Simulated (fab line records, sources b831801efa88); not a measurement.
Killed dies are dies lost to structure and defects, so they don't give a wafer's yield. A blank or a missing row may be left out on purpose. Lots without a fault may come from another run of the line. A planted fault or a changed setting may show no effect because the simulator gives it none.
Which tool did it? | flow sky130 | 13 lots, 39 wafers sampled, at 4 steps of a route of 708

WHAT THE GAUGES READ, wafer by wafer
SKY_PAD_OPEN_BOW_MEAS_13.
lot  | measured     | on            | PAD_OPEN_BOW (um)
L136 | day 45 23:20 | film_metro-02 | 58 50 46
L137 | day 46 01:18 | film_metro-02 | 69 63 58
L138 | day 46 02:40 | film_metro-02 | 50 53 43
L139 | day 46 14:29 | film_metro-04 | 43 47 38
L140 | day 46 22:03 | film_metro-04 | 44 37 37
L142 | day 47 08:48 | film_metro-04 | 60 52 37
L143 | day 47 09:56 | film_metro-03 | 58 39 35
L144 | day 47 18:42 | film_metro-04 | 43 48 38
L145 | day 48 01:17 | film_metro-04 | 55 33 42
L146 | day 48 09:01 | film_metro-04 | 42 55 63
L147 | day 48 05:14 | film_metro-03 | 39 50 51
L154 | day 50 02:19 | film_metro-03 | 49 40 38
L156 | day 50 04:41 | film_metro-04 | 59 41 51

WHICH TOOL RAN EACH LOT (tool, then ch and the chambers of the sampled wafers, then the start)
lot  | SKY_POLY_GATE_CVD_00        | SKY_METAL5_SPUTTER_00        | SKY_PASSIVATION_STRIP_12
L136 | lpcvd-01 ch 0, day 14 05:07 | pvd_sputter-02, day 43 01:10 | plasma_asher-04 ch 0,1, day 44 23:44
L137 | lpcvd-01 ch 0, day 14 11:00 | pvd_sputter-03, day 43 03:46 | plasma_asher-04 ch 0,1, day 45 02:53
L138 | lpcvd-01 ch 0, day 14 11:00 | pvd_sputter-02, day 43 06:22 | plasma_asher-04 ch 0,1, day 45 03:35
L139 | lpcvd-01 ch 0, day 15 01:55 | pvd_sputter-04, day 43 19:45 | plasma_asher-03 ch 0,1, day 45 14:32
L140 | lpcvd-01 ch 1, day 15 14:20 | pvd_sputter-02, day 44 01:07 | plasma_asher-03 ch 0,1, day 45 22:31
L142 | lpcvd-01 ch 1, day 16 02:13 | pvd_sputter-02, day 44 12:28 | plasma_asher-03 ch 0,1, day 46 09:43
L143 | lpcvd-01 ch 1, day 16 05:29 | pvd_sputter-02, day 44 16:16 | plasma_asher-04 ch 0,1, day 46 11:26
L144 | lpcvd-01 ch 1, day 16 21:32 | pvd_sputter-03, day 45 01:20 | plasma_asher-02 ch 0,1, day 46 21:05
L145 | lpcvd-01 ch 0, day 17 01:15 | pvd_sputter-03, day 45 09:17 | plasma_asher-02 ch 0,1, day 47 03:49
L146 | lpcvd-01 ch 1, day 17 07:27 | pvd_sputter-03, day 45 19:04 | plasma_asher-04 ch 0,1, day 47 11:14
L147 | lpcvd-01 ch 0, day 17 07:27 | pvd_sputter-03, day 45 13:31 | plasma_asher-03 ch 0,1, day 47 07:01
L154 | lpcvd-01 ch 0, day 20 13:41 | pvd_sputter-02, day 47 18:26 | plasma_asher-04 ch 0,1, day 49 07:56
L156 | lpcvd-01 ch 0, day 20 21:18 | pvd_sputter-03, day 47 21:46 | plasma_asher-03 ch 0,1, day 49 10:07
- SKY_POLY_GATE_CVD_00: deposits poly-Si, target thk 180 nm, time 720 s.
- SKY_METAL5_SPUTTER_00: material Ti, target thk 15 nm, time 10 s.
- SKY_PASSIVATION_STRIP_12: strips in O2/N2.

WHAT THE TOOLS THEMSELVES READ (means of the sampled wafers that have a number; where no wafer has one, the mark that the record gives instead)
SKY_POLY_GATE_CVD_00.
lot  | tool     | spike_tc_centre_C (C) | spike_tc_upper_C (C)
L136 | lpcvd-01 | 620.3                 | 618.8
L137 | lpcvd-01 | 619.7                 | 618.9
L138 | lpcvd-01 | 618.6                 | 619.2
L139 | lpcvd-01 | 619.8                 | 618.4
L140 | lpcvd-01 | 621.9                 | 619.8
L142 | lpcvd-01 | 622.2                 | 618.9
L143 | lpcvd-01 | 621.9                 | 619.3
L144 | lpcvd-01 | 623.0                 | 619.0
L145 | lpcvd-01 | 619.2                 | 619.3
L146 | lpcvd-01 | 621.4                 | 619.4
L147 | lpcvd-01 | 619.5                 | 620.6
L154 | lpcvd-01 | 618.9                 | 619.0
L156 | lpcvd-01 | 618.7                 | 618.9

SKY_METAL5_SPUTTER_00.
lot  | tool           | throttle_valve_pct (%)
L136 | pvd_sputter-02 | 29.4
L137 | pvd_sputter-03 | 30.6
L138 | pvd_sputter-02 | 29.5
L139 | pvd_sputter-04 | 30.4
L140 | pvd_sputter-02 | 30.0
L142 | pvd_sputter-02 | 29.8
L143 | pvd_sputter-02 | 28.9
L144 | pvd_sputter-03 | 31.2
L145 | pvd_sputter-03 | 31.0
L146 | pvd_sputter-03 | 30.6
L147 | pvd_sputter-03 | 30.4
L154 | pvd_sputter-02 | 29.5
L156 | pvd_sputter-03 | 29.8

SKY_PASSIVATION_STRIP_12.
lot  | tool            | drypump_motor_current_A (A) | o2_flow_sccm (sccm) | oes_product_au (a.u.) | strip_time_to_endpoint_s (s)
L136 | plasma_asher-04 | 6.18                        | 2999                | 0.660                 | 31.45
L137 | plasma_asher-04 | 6.18                        | 3000                | 0.660                 | 31.75
L138 | plasma_asher-04 | 6.04                        | 2997                | 0.660                 | 31.66
L139 | plasma_asher-03 | 6.33                        | 3000                | 0.667                 | 31.37
L140 | plasma_asher-03 | 6.34                        | 2999                | 0.662                 | 31.42
L142 | plasma_asher-03 | 6.34                        | 2994                | 0.660                 | 31.42
L143 | plasma_asher-04 | 6.20                        | 3004                | 0.660                 | 31.48
L144 | plasma_asher-02 | 6.02                        | 3000                | 0.662                 | 31.65
L145 | plasma_asher-02 | 6.09                        | 3005                | 0.663                 | 31.70
L146 | plasma_asher-04 | 6.03                        | 3004                | 0.664                 | 31.69
L147 | plasma_asher-03 | 6.32                        | 2999                | 0.659                 | 31.69
L154 | plasma_asher-04 | 6.04                        | 3008                | 0.662                 | 31.59
L156 | plasma_asher-03 | 6.20                        | 2988                | 0.665                 | 31.73

THE ANSWER, worked out from the rows above alone
Rule: what is usual is taken from the lots themselves. Put in order of their means at a reading, lots are off if they are a third of the lots or fewer, leave a main group of 4 or more, and stand apart from it by a gap of 3 or more times the standard deviation of the main group's means; of several such gaps the widest counts. A main group whose means are all the same, to the digits that the tables above print for the reading, isn't used. A lot without any number at a reading at which 4 lots or more have one is off too. The other lots that the step has rows for count as sound. The gauges are gone through in route order, then the tools' own readings, and for those a lot's mean is taken as printed above. The first step at which some lot is off is used, and at that step the reading that is off furthest; a lot without a number counts as furthest.
No lot is off at any reading shown: from this, nothing can be told.

WHAT THE SIMULATOR HAD PUT IN
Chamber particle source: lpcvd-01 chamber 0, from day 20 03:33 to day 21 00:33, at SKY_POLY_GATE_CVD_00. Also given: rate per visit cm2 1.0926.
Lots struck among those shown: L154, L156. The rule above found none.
